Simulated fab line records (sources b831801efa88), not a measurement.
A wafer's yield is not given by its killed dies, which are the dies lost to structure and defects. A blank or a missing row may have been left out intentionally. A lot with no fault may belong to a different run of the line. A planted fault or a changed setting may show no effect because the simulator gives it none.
Which tool was responsible? :: flow gf180mcu :: 36 wafers sampled from 12 lots at 1 step of a route of 602

## WHAT THE GAUGES SHOWED, per wafer
GF_STI_THK_MEAS_22.
lot: L075
measured: day 2 08:04
on: film metro-01
STI_OXIDATION_01_THK (nm): 15.32 15.04 15.28

lot: L077
measured: day 2 20:10
on: film metro-01
STI_OXIDATION_01_THK (nm): 15.00 14.95 14.90

lot: L079
measured: day 3 05:44
on: film metro-01
STI_OXIDATION_01_THK (nm): 14.40 14.65 14.49

lot: L081
measured: day 3 15:32
on: film metro-03
STI_OXIDATION_01_THK (nm): 14.78 14.81 14.97

lot: L083
measured: day 4 03:49
on: film metro-03
STI_OXIDATION_01_THK (nm): 14.72 14.90 14.95

lot: L085
measured: day 4 14:55
on: film metro-01
STI_OXIDATION_01_THK (nm): 14.86 15.27 14.76

lot: L087
measured: day 4 22:52
on: film metro-01
STI_OXIDATION_01_THK (nm): 15.14 14.96 14.90

lot: L089
measured: day 5 09:28
on: film metro-04
STI_OXIDATION_01_THK (nm): 15.00 14.82 14.80

lot: L091
measured: day 5 19:16
on: film metro-04
STI_OXIDATION_01_THK (nm): 14.94 14.91 15.14

lot: L093
measured: day 6 07:18
on: film metro-03
STI_OXIDATION_01_THK (nm): 15.15 15.04 15.25

lot: L095
measured: day 6 16:01
on: film metro-01
STI_OXIDATION_01_THK (nm): 15.18 15.02 15.15

lot: L097
measured: day 7 02:00
on: film metro-04
STI_OXIDATION_01_THK (nm): 14.94 15.12 14.97

## EACH LOT AND THE TOOL THAT RAN IT (in order: tool; ch and the chambers of the sampled wafers; start)
Before these readings, the record contains no process step.

## THE ANSWER, worked out from the rows above alone
Rule: usual is defined by the lots themselves. The widest of any qualifying gaps counts: lots, ordered by their means at a reading, are off when they make up no more than a third of the lots, leave a main group of 4 or more, and stand apart from it by 3 or more times the standard deviation of that group's means. A main group whose means are all the same, to the digits that the tables above print for the reading, isn't used. Also off: a lot with no number at a reading for which 4 or more lots have one. The other lots that the step has rows for count as sound.
None of the lots is off at any reading shown; this tells nothing.

## WHAT HAD BEEN PUT IN BY THE SIMULATOR
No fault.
